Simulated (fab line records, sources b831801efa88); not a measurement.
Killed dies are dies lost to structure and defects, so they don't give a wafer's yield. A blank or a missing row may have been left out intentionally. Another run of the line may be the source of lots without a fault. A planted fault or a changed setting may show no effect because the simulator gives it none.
Which tool did it? + flow sfq line + 7 lots, 21 wafers sampled, at 2 steps of a route of 325

## WHAT THE GAUGES SHOWED, per wafer
SFQ_M2_RS_MEAS_914: a four-point-probe measurement.
| lot  | measured     | on            | M2_NB_RS (ohm/sq) |
|------|--------------|---------------|-------------------|
| L866 | day 26 08:46 | film metro-01 | 0.882 0.872 0.890 |
| L868 | day 28 10:00 | film metro-04 | 0.877 0.885 0.877 |
| L872 | day 29 16:37 | film metro-01 | 0.893 0.899 0.899 |
| L874 | day 30 02:56 | film metro-03 | 0.887 0.886 0.882 |
| L881 | day 32 09:22 | film metro-01 | 0.893 0.467 0.470 |
| L885 | day 35 05:21 | film metro-03 | 0.906 0.900 0.901 |
| L887 | day 36 05:20 | film metro-04 | 0.883 0.892 0.891 |

## EACH LOT AND THE TOOL THAT RAN IT (in order: tool; ch and the chambers of the sampled wafers; start)
| lot  | SFQ_TRILAYER_M2_DEP_SPUTTER_055 |
|------|---------------------------------|
| L866 | pvd sputter-06, day 26 08:41    |
| L868 | pvd sputter-06, day 28 09:55    |
| L872 | pvd sputter-06, day 29 16:31    |
| L874 | pvd sputter-03, day 30 02:50    |
| L881 | pvd sputter-06, day 32 09:17    |
| L885 | pvd sputter-03, day 35 05:14    |
| L887 | pvd sputter-04, day 36 05:13    |
- SFQ_TRILAYER_M2_DEP_SPUTTER_055: material Nb, target thk 200 nm, time 133.3 s.

## THE ANSWER, worked out from the rows above alone
Rule: the lots themselves supply what counts as usual. The widest of any qualifying gaps counts: lots, ordered by their means at a reading, are off when they make up no more than a third of the lots, leave a main group of 4 or more, and stand apart from it by 3 or more times the standard deviation of that group's means. If all means in a main group match to the digits the tables above print for the reading, that group is not used. Also off: a lot with no number at a reading for which 4 or more lots have one. Any other lot the step has rows for is counted as sound.
Off: L881, at SFQ_M2_RS_MEAS_914 (M2_NB_RS). Mean 0.889 ohm/sq and standard deviation 0.0082 in the main group.
If a tool, at a process step before that reading, ran all the lots that are off and no sound lot after the first of them, it fits. Those tools and the gauges at SFQ_M2_RS_MEAS_914 are tried in the same way. 2 tools fit, pvd sputter-06 at SFQ_TRILAYER_M2_DEP_SPUTTER_055 and film metro-01 at SFQ_M2_RS_MEAS_914, so this cannot tell which one it is.

## WHAT HAD BEEN PUT IN BY THE SIMULATOR
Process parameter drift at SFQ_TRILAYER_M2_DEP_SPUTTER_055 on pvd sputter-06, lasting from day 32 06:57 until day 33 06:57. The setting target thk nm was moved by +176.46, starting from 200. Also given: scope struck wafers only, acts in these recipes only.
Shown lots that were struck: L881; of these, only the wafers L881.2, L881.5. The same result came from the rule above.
